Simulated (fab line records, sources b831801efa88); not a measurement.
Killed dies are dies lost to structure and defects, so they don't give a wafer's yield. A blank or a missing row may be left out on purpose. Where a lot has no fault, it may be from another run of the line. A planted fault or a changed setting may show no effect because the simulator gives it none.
Which tool was responsible? :: flow sky130 :: 11 lots, 33 wafers sampled, at 1 step of a route of 708

== WHAT THE GAUGES READ, wafer by wafer ==
SKY_VIA1_CD_MEAS_12: target cd 150 nm.
lot: L531
measured: day 33 14:07
on: cd_sem-02
cd_nm (nm): 150.2 150.0 150.5

lot: L532
measured: day 34 07:37
on: cd_sem-02
cd_nm (nm): 151.6 151.2 151.1

lot: L535
measured: day 35 03:49
on: cd_sem-02
cd_nm (nm): 151.7 149.5 149.6

lot: L541
measured: day 37 09:11
on: cd_sem-01
cd_nm (nm): 150.4 148.7 150.4

lot: L542
measured: day 37 12:10
on: cd_sem-02
cd_nm (nm): 149.2 148.9 148.3

lot: L543
measured: day 37 20:10
on: cd_sem-02
cd_nm (nm): 146.8 149.4 149.2

lot: L548
measured: day 39 07:20
on: cd_sem-01
cd_nm (nm): 148.9 150.8 149.1

lot: L550
measured: day 39 17:17
on: cd_sem-01
cd_nm (nm): 147.6 148.5 146.4

lot: L552
measured: day 40 03:22
on: cd_sem-01
cd_nm (nm): 150.2 150.5 149.3

lot: L553
measured: day 40 15:11
on: cd_sem-01
cd_nm (nm): 150.2 149.5 150.1

lot: L554
measured: day 42 04:42
on: cd_sem-02
cd_nm (nm): 147.0 146.8 147.9

== WHICH TOOL RAN EACH LOT (tool, then ch and the chambers of the sampled wafers, then the start) ==
The record holds no process step before these readings.

== THE ANSWER, worked out from the rows above alone ==
Rule: usual is defined by the lots themselves. The widest of any qualifying gaps counts: lots, ordered by their means at a reading, are off when they make up no more than a third of the lots, leave a main group of 4 or more, and stand apart from it by 3 or more times the standard deviation of that group's means. A main group is skipped when, at the precision printed for the reading in the tables above, its means are all equal. Also off: a lot with no number at a reading for which 4 or more lots have one. Where the step has rows for the other lots, those lots are counted as sound.
No lot is off at any reading shown: from this, nothing can be told.

== WHAT HAD BEEN PUT IN BY THE SIMULATOR ==
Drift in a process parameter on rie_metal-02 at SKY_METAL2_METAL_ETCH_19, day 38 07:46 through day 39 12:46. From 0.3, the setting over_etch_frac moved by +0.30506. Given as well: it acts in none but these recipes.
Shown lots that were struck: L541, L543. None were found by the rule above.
